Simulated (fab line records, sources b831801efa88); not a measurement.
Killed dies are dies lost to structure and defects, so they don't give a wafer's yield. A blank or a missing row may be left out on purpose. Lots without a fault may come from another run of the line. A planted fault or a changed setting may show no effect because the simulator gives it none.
fab line records | flow sky130
record lots=6 wafers=18 last_day=50
route steps=708 shown POLY_GATE@234 LDD_N@237 LDD_P@255 PAD_OPEN@708
lots that met no fault: from a run of the same line without faults
start_h: hours from the record's first day to the start of the lot's first wafer shown | wait_h: hours since the lot's step before | " the same as in the row above | L1.1+2: a row that stands for several wafers | - no value, or no start given | * or withheld: withheld | < > ~ a bound
route shown NAME@n: a module of which the file shows steps, and the number in the route of the first | usual: mean/standard deviation of fault-free wafers | same: alike in all rows | chamber/n: place in a boat | sites: the reading at each site | _std_site: their standard deviation | _edge_site: outer sites' mean less inner sites' | radius_mm: how far each site lies from the wafer's centre | mask NAME#n: copy n | behind: the tool/chamber that last shaped the wafer | hold: why the lot was held/for how many hours/how that ended | device: the transistor (n, p or np) that didn't switch | end of line: the same wafers' tests at the end of the route | a step without rows: its recipe alone | killed: dies lost to structure and defects at the first sort, not the wafer's yield | map: a wafer's dies, x killed, . not, _ none there
set.NAME: the setting as run; set.NAME@STEP: as run at that earlier step | model.NAME: the simulator's own value behind a step, which no gauge read
lots at some steps of the route; a table a step, a row a wafer
services: from which hour (start_h, from the record's first day; less than 0 if before it) a tool's chamber was out of use, for how many hours, and why
## steps
# step SKY_POLY_GATE_OXIDATION_20
# recipe temp_c=850 ambient=O2 stabilise_s=600 purge_s=300 target_thk_a=40 ox_time_s=899
# step SKY_POLY_GATE_THK_MEAS_21
# recipe reads=SiO2_of_POLY_GATE_OXIDATION_20
# usual POLY_GATE_OXIDATION_THK=3.99/0.083
# columns lot.wafer tool chamber start_h wait_h POLY_GATE_OXIDATION_THK[nm]
L324.1 film_metro-04 - 374.57 0.0 3.99
L324.4 " - " " 3.88
L324.5 " - " " 3.98
L332.2 film_metro-03 - 452.94 0.0 4.00
L332.3 " - " " 3.96
L332.4 " - " " 3.99
L336.1 film_metro-03 - 485.56 0.0 3.96
L336.2 " - " " 3.94
L336.5 " - " " 3.98
L341.3 film_metro-03 - 521.88 0.0 4.05
L341.4 " - " " 3.97
L341.5 " - " " 3.98
L342.1 film_metro-03 - 537.16 0.0 4.01
L342.3 " - " " 4.04
L342.4 " - " " 3.96
L344.1 film_metro-04 - 554.31 0.0 4.07
L344.2 " - " " 4.07
L344.4 " - " " 4.15
# step SKY_POLY_GATE_CD_MEAS_22
# usual cd_nm=150/3.4
# columns lot.wafer tool chamber start_h wait_h cd_nm
L324.1 cd_sem-02 - 374.63 0.1 152
L324.4 " - " " 149
L324.5 " - " " 149
L332.2 cd_sem-01 - 453.02 0.1 148
L332.3 " - " " 153
L332.4 " - " " 157
L336.1 cd_sem-01 - 485.62 0.1 151
L336.2 " - " " 155
L336.5 " - " " 151
L341.3 cd_sem-01 - 521.97 0.1 142
L341.4 " - " " 147
L341.5 " - " " 148
L342.1 cd_sem-02 - 537.22 0.1 155
L342.3 " - " " 154
L342.4 " - " " 144
L344.1 cd_sem-02 - 554.37 0.1 152
L344.2 " - " " 155
L344.4 " - " " 152
# step SKY_LDD_N_DEHYDRATE_00
# recipe temp_c=200 time_s=60
# step SKY_LDD_N_HMDS_01
# recipe prime_time_s=60 prime_temp_c=120
# step SKY_LDD_N_COAT_02
# recipe resist=NOVOLAK spin_rpm=3000 resist_thk_nm=300
# step SKY_LDD_N_SOFTBAKE_03
# recipe temp_c=90 time_s=60 resist=NOVOLAK
# step SKY_LDD_N_EXPOSE_04
# recipe mask_id=NTM target_cd_nm=840 na=0.6 source_shape=conventional sigma_outer=0.6 dose_mj=110
# step SKY_LDD_N_PEB_05
# recipe temp_c=withheld time_s=* resist=NOVOLAK
# step SKY_LDD_N_DEVELOP_06
# recipe develop_time_s=60 dev_temp_c=23
# step SKY_LDD_N_OVL_MEAS_07
# usual LDD_N_OVL=-0.1/1.5
# columns lot.wafer tool chamber start_h wait_h LDD_N_OVL[nm]
L324.1 overlay-01 - 403.91 0.1 0.1
L324.4 " - " " -0.7
L324.5 " - " " -1.2
L332.2 overlay-01 - 483.22 0.1 3.6
L332.3 " - " " 3.4
L332.4 " - " " 1.9
L336.1 overlay-01 - 516.66 0.1 1.4
L336.2 " - " " 0.7
L336.5 " - " " -0.9
L341.3 overlay-02 - 551.23 0.1 -1.3
L341.4 " - " " 0.0
L341.5 " - " " -1.6
L342.1 overlay-01 - 566.51 0.1 0.0
L342.3 " - " " 0.2
L342.4 " - " " -0.1
L344.1 overlay-01 - 583.71 0.1 -1.0
L344.2 " - " " -1.8
L344.4 " - " " -1.0
# step SKY_LDD_N_IMPLANT_08
# recipe species=As energy_kev=20 dose_cm2=7.5e+13 tilt_deg=withheld rotation_deg=23
# step SKY_LDD_N_IMPLANT_09
# recipe species=As energy_kev=20 dose_cm2=7.5e+13 tilt_deg=withheld rotation_deg=113
# usual beam_on_s=9.99/0.2 dose_ions_cm2=7.5e+13/9.1e+10 end_station_pressure_torr=5.3e-06/2.9e-07 faraday_current_uA=423/8.3
# columns lot.wafer tool chamber start_h wait_h beam_on_s dose_ions_cm2 end_station_pressure_torr faraday_current_uA
L324.1 implanter-03 0 404.10 0.1 10.28 7.498e+13 5.31e-06 410
L324.4 " 0 " " 9.91 7.509e+13 4.66e-06 426
L324.5 " 0 " " 9.91 7.497e+13 5.2e-06 428
L332.2 implanter-04 0 483.43 0.1 9.85 7.512e+13 5.36e-06 428
L332.3 " 0 " " 9.71 7.505e+13 5.41e-06 435
L332.4 " 0 " " 9.95 7.506e+13 5.1e-06 424
L336.1 implanter-04 0 516.85 0.1 11.47 1.2224e+14 5.68e-06 601
L336.2 " 0 " " 11.73 1.2232e+14 5.15e-06 587
L336.5 " 0 " " 11.60 1.223e+14 5.42e-06 597
L341.3 implanter-04 0 551.45 0.1 11.72 1.2219e+14 5.14e-06 588
L341.4 " 0 " " 11.80 1.2234e+14 5.81e-06 582
L341.5 " 0 " " 12.25 1.2229e+14 5.56e-06 562
L342.1 implanter-02 0 566.69 0.1 9.91 7.491e+13 5.63e-06 427
L342.3 " 0 " " 10.33 7.5e+13 5.54e-06 412
L342.4 " 0 " " 9.70 7.498e+13 5.21e-06 434
L344.1 implanter-02 0 583.90 0.1 9.98 7.49e+13 5.46e-06 426
L344.2 " 0 " " 10.13 7.506e+13 5.34e-06 416
L344.4 " 0 " " 10.01 7.491e+13 4.76e-06 423
# step SKY_LDD_N_IMPLANT_10
# recipe species=As energy_kev=20 dose_cm2=7.5e+13 tilt_deg=withheld rotation_deg=203
# step SKY_LDD_N_IMPLANT_11
# recipe species=As energy_kev=20 dose_cm2=7.5e+13 tilt_deg=withheld rotation_deg=293
# step SKY_LDD_N_IMPLANT_12
# recipe species=BF2 energy_kev=50 dose_cm2=5e+12 tilt_deg=30 rotation_deg=0
# step SKY_LDD_N_IMPLANT_13
# recipe species=BF2 energy_kev=50 dose_cm2=5e+12 tilt_deg=30 rotation_deg=90
# step SKY_LDD_N_IMPLANT_14
# recipe species=BF2 energy_kev=50 dose_cm2=5e+12 tilt_deg=30 rotation_deg=180
# step SKY_LDD_N_IMPLANT_15
# recipe species=BF2 energy_kev=50 dose_cm2=5e+12 tilt_deg=30 rotation_deg=270
# step SKY_LDD_N_STRIP_16
# recipe chemistry=O2/N2 power_w=1400 pressure_mtorr=1500 platen_temp_c=withheld o2_flow_sccm=3000 n2_flow_sccm=300 overash_fraction=0.5
# usual drypump_motor_current_A=5.7/0.5 n2_flow_sccm=300.1/0.97 oes_product_au=0.406/0.0046 strip_time_to_endpoint_s=4.317/0.014
# same overash_fraction=0.5
# columns lot.wafer tool chamber start_h wait_h drypump_motor_current_A n2_flow_sccm oes_product_au rf_hours_counter_h strip_time_to_endpoint_s
L324.1 plasma_asher-01 1 405.15 0.1 4.9 299.7 0.397 28 4.310
L324.4 " 1 " " 4.9 299.9 0.405 - 4.322
L324.5 " 1 " " 4.9 299.9 0.416 - 4.333
L332.2 plasma_asher-03 0 484.45 0.1 6.2 300.9 0.403 83 4.317
L332.3 " 1 " " 6.2 300.8 0.409 - 4.339
L332.4 " 0 " " 6.2 298.6 0.404 - 4.318
L336.1 plasma_asher-03 1 517.90 0.1 6.2 299.3 0.399 87 4.446
L336.2 " 0 " " 6.2 300.2 0.399 87 4.434
L336.5 " 0 " " 6.1 300.4 0.412 - 4.429
L341.3 plasma_asher-03 1 552.48 0.1 6.2 299.7 0.404 - 4.440
L341.4 " 0 " " 6.2 300.2 0.405 - 4.436
L341.5 " 0 " " 6.2 299.4 0.412 - 4.446
L342.1 plasma_asher-02 0 567.74 0.1 5.8 299.7 0.401 11 4.337
L342.3 " 0 " " 5.8 297.9 0.403 - 4.320
L342.4 " 1 " " 5.2 299.8 0.409 - 4.320
L344.1 plasma_asher-02 0 584.95 0.1 5.9 298.8 0.419 13 4.314
L344.2 " 1 " " 5.1 300.7 0.402 13 4.305
L344.4 " 0 " " 5.8 300.4 0.406 - 4.316
# step SKY_LDD_N_TW_MEAS_17
# usual LDD_N_TW=2593/11
# columns lot.wafer tool chamber start_h wait_h LDD_N_TW
L324.1 film_metro-01 - 405.25 0.1 2593
L324.4 " - " " 2579
L324.5 " - " " 2577
L332.2 film_metro-02 - 484.56 0.1 2573
L332.3 " - " " 2586
L332.4 " - " " 2588
L336.1 film_metro-03 - 518.00 0.1 2659
L336.2 " - " " 2664
L336.5 " - " " 2665
L341.3 film_metro-01 - 552.57 0.1 2650
L341.4 " - " " 2654
L341.5 " - " " 2641
L342.1 film_metro-02 - 567.84 0.1 2608
L342.3 " - " " 2597
L342.4 " - " " 2598
L344.1 film_metro-02 - 585.05 0.1 2611
L344.2 " - " " 2613
L344.4 " - " " 2600
# step SKY_LDD_P_DEHYDRATE_00
# recipe temp_c=200 time_s=60
# step SKY_PAD_OPEN_PROBE_99
# usual killed_at_M0_to_M3=43/7 killed_at_M4_up=3.0/1.9 killed_at_contacts=24/4.6 killed_at_front_end=15/4.1 killed_at_other=0.3/0.52 killed_dies=84/9.7 killed_open=46/6.9 killed_short=38/6.8
# same gross_dies=492 killed_at_back_side=0
# columns lot.wafer tool chamber start_h wait_h killed_at_M0_to_M3 killed_at_M4_up killed_at_contacts killed_at_front_end killed_at_other killed_dies killed_open killed_short model.etest.tip_n.rs_ohm_sq
L324.1 prober-02 - 1075.81 0.1 38 2 25 19 0 84 53 30 442.2
L324.4 prober-02 - 1075.96 0.2 32 2 19 18 1 72 42 27 448.2
L324.5 prober-02 - 1076.01 0.2 38 4 27 14 0 83 50 32 447.2
L332.2 prober-02 - 1130.48 0.1 35 1 25 16 0 77 46 30 434.6
L332.3 prober-02 - 1130.53 0.2 39 5 21 11 0 76 42 33 435.5
L332.4 prober-02 - 1130.58 0.2 42 2 25 14 0 83 44 39 437.1
L336.1 prober-01 - 1150.93 0.1 41 9 26 11 1 88 41 46 404.2
L336.2 prober-01 - 1150.98 0.1 50 5 33 12 0 100 46 54 403.4
L336.5 prober-01 - 1151.13 0.2 46 2 24 17 1 90 44 45 404.2
L341.3 prober-02 - 1174.88 0.2 48 2 24 14 0 88 51 37 404.6
L341.4 prober-02 - 1174.93 0.2 40 3 24 8 1 76 42 33 404.8
L341.5 prober-02 - 1174.98 0.2 46 2 28 11 0 87 42 45 404.6
L342.1 prober-01 - 1178.71 0.1 34 2 22 14 0 72 37 34 449.1
L342.3 prober-01 - 1178.81 0.2 43 5 28 10 0 86 45 39 442.7
L342.4 prober-01 - 1178.86 0.2 34 2 23 16 1 76 48 26 447.4
L344.1 prober-01 - 1188.53 0.1 39 2 30 10 0 81 35 46 441.8
L344.2 prober-01 - 1188.58 0.1 44 5 17 12 1 79 47 31 445.6
L344.4 prober-01 - 1188.68 0.2 41 1 17 11 1 71 38 33 444
# killed by level:class
L324.1 VIA1:geometric_particle:open=12 LI_CONTACT:geometric_particle:open=9 VIA3:geometric_particle:open=7 CONTACT:geometric_particle:short=6 VIA2:geometric_particle:open=6 POLY_GATE:geometric_particle:open=5 CONTACT:geometric_particle:open=5 FIELD_ISO:geometric_particle:short=4
L324.4 CONTACT:geometric_particle:open=7 FIELD_ISO:geometric_particle:open=6 LI_CONTACT:geometric_particle:open=6 METAL1:geometric_particle:short=6 VIA1:geometric_particle:open=5 VIA3:geometric_particle:open=4 METAL2:geometric_particle:open=4 FIELD_ISO:geometric_particle:short=3
L324.5 VIA1:geometric_particle:open=11 CONTACT:geometric_particle:open=9 LI_CONTACT:geometric_particle:open=8 METAL2:geometric_particle:short=8 VIA3:geometric_particle:open=6 CONTACT:geometric_particle:short=5 FIELD_ISO:geometric_particle:short=4 POLY_GATE:geometric_particle:open=4
L332.2 CONTACT:geometric_particle:open=9 VIA1:geometric_particle:open=9 LI_CONTACT:geometric_particle:open=7 FIELD_ISO:geometric_particle:short=6 VIA3:geometric_particle:open=6 VIA2:geometric_particle:short=5 LOCAL_INTERCONNECT:geometric_particle:short=4 FIELD_ISO:geometric_particle:open=3
L332.3 VIA3:geometric_particle:open=9 CONTACT:geometric_particle:open=8 LI_CONTACT:geometric_particle:open=6 VIA1:geometric_particle:open=6 METAL2:geometric_particle:short=6 VIA3:geometric_particle:short=5 VIA2:geometric_particle:short=5 FIELD_ISO:geometric_particle:open=4
L332.4 VIA1:geometric_particle:open=12 FIELD_ISO:geometric_particle:short=8 VIA2:geometric_particle:open=7 CONTACT:geometric_particle:short=6 CONTACT:geometric_particle:open=6 LI_CONTACT:geometric_particle:open=5 VIA2:geometric_particle:short=5 VIA3:geometric_particle:open=5
L336.1 VIA1:geometric_particle:open=11 METAL2:geometric_particle:short=8 METAL4:geometric_particle:short=7 LOCAL_INTERCONNECT:geometric_particle:short=7 CONTACT:geometric_particle:short=7 LI_CONTACT:geometric_particle:open=5 CONTACT:geometric_particle:open=5 VIA3:geometric_particle:open=5
L336.2 METAL2:geometric_particle:short=9 CONTACT:geometric_particle:short=9 VIA2:geometric_particle:open=8 VIA1:geometric_particle:open=8 LI_CONTACT:geometric_particle:open=7 CONTACT:geometric_particle:open=7 VIA3:geometric_particle:open=7 LOCAL_INTERCONNECT:geometric_particle:short=6
L336.5 VIA1:geometric_particle:short=15 LI_CONTACT:geometric_particle:open=10 VIA2:geometric_particle:open=8 VIA1:geometric_particle:open=7 FIELD_ISO:geometric_particle:open=6 METAL2:geometric_particle:short=6 CONTACT:geometric_particle:open=5 POLY_GATE:geometric_particle:short=4
L341.3 VIA2:geometric_particle:open=14 VIA1:geometric_particle:open=10 METAL1:geometric_particle:short=8 CONTACT:geometric_particle:short=8 CONTACT:geometric_particle:open=7 LI_CONTACT:geometric_particle:open=6 FIELD_ISO:geometric_particle:short=5 FIELD_ISO:geometric_particle:open=4
L341.4 LI_CONTACT:geometric_particle:open=8 VIA1:geometric_particle:open=7 CONTACT:geometric_particle:open=6 METAL2:geometric_particle:short=6 CONTACT:geometric_particle:short=5 METAL1:geometric_particle:short=5 VIA2:geometric_particle:open=5 VIA3:geometric_particle:open=5
L341.5 CONTACT:geometric_particle:open=13 VIA1:geometric_particle:open=12 CONTACT:geometric_particle:short=9 METAL1:geometric_particle:short=6 VIA1:geometric_particle:short=6 METAL2:geometric_particle:short=6 FIELD_ISO:geometric_particle:open=4 METAL3:geometric_particle:short=4
L342.1 LI_CONTACT:geometric_particle:open=7 VIA3:geometric_particle:open=6 CONTACT:geometric_particle:open=5 METAL1:geometric_particle:short=5 POLY_GATE:geometric_particle:open=4 CONTACT:geometric_particle:short=4 METAL2:geometric_particle:short=4 VIA1:geometric_particle:open=4
L342.3 CONTACT:geometric_particle:open=8 VIA2:geometric_particle:open=8 LI_CONTACT:geometric_particle:open=7 LOCAL_INTERCONNECT:geometric_particle:short=6 VIA3:geometric_particle:open=6 METAL3:geometric_particle:short=6 CONTACT:geometric_particle:short=5 VIA1:geometric_particle:open=5
L342.4 CONTACT:geometric_particle:open=9 VIA1:geometric_particle:open=9 VIA3:geometric_particle:open=9 LI_CONTACT:geometric_particle:open=6 METAL1:geometric_particle:short=6 FIELD_ISO:geometric_particle:open=5 VIA2:geometric_particle:open=5 SPACER:geometric_particle:short=4
L344.1 CONTACT:geometric_particle:open=9 LI_CONTACT:geometric_particle:short=8 METAL2:geometric_particle:short=8 METAL1:geometric_particle:short=7 LOCAL_INTERCONNECT:geometric_particle:short=7 LI_CONTACT:geometric_particle:open=6 VIA1:geometric_particle:open=6 VIA2:geometric_particle:open=5
L344.2 VIA2:geometric_particle:open=10 VIA1:geometric_particle:open=9 CONTACT:geometric_particle:open=8 VIA3:geometric_particle:open=6 FIELD_ISO:geometric_particle:short=4 VIA2:geometric_particle:short=4 METAL1:geometric_particle:short=4 FIELD_ISO:geometric_particle:open=3
L344.4 VIA1:geometric_particle:open=9 METAL2:geometric_particle:short=9 LI_CONTACT:geometric_particle:open=7 CONTACT:geometric_particle:short=5 VIA3:geometric_particle:open=5 FIELD_ISO:geometric_particle:open=4 METAL1:geometric_particle:short=4 VIA2:geometric_particle:open=4
## services
# columns tool chamber start_h hours kind
implanter-03 - 397.75 0.7 repair
implanter-03 - 405.84 2.9 pm
plasma_asher-02 - 421.25 9.0 pm
plasma_asher-02 0 421.25 9.0 vent_cycle
plasma_asher-02 1 421.25 9.0 vent_cycle
plasma_asher-02 0 430.25 - clean
plasma_asher-02 1 430.25 - clean
implanter-02 - 455.24 3.4 repair
implanter-03 - 459.80 2.9 pm
plasma_asher-02 - 496.16 26.5 repair
implanter-04 - 522.45 1.9 repair
plasma_asher-03 - 527.00 1.8 repair
implanter-03 - 538.70 3.5 pm
plasma_asher-02 - 539.48 14.2 repair
implanter-02 - 578.53 4.3 pm
## key
first_sign step=SKY_LDD_N_IMPLANT_09 reading=dose_ions_cm2 direction=up sigmas=99+ usual=* struck=*
effect step=SKY_LDD_N_IMPLANT_09 reading=faraday_current_uA direction=up sigmas=20 usual=423 struck=586
effect step=SKY_LDD_N_STRIP_16 reading=strip_time_to_endpoint_s direction=up sigmas=9 usual=* struck=*
effect step=SKY_LDD_N_TW_MEAS_17 reading=LDD_N_TW direction=up sigmas=5.7 usual=2593 struck=2656
model_effect step=SKY_PAD_OPEN_PROBE_99 value=etest.tip_n.rs_ohm_sq without=441.9 struck=404.3
met_at SKY_LDD_N_IMPLANT_09
struck_wafers L336.1,L336.2,L336.5,L341.3,L341.4,L341.5
tester_left_out L336,L341
onset_between 483.43 516.85
fault kind=process_parameter_drift tool=implanter-04 chamber=- onset_h=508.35 steps=SKY_LDD_N_IMPLANT_09 channel=dose_cm2 offset=* shape=step end_h=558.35 acts_in=* stated=*
# tester_left_out: of these lots the tester's yield and bins aren't shown, on N5 and GAA mostly nor the transistor test; their killed dies are dies lost to structure and defects alone, not to doping, threshold or leakage, so they don't give the yield
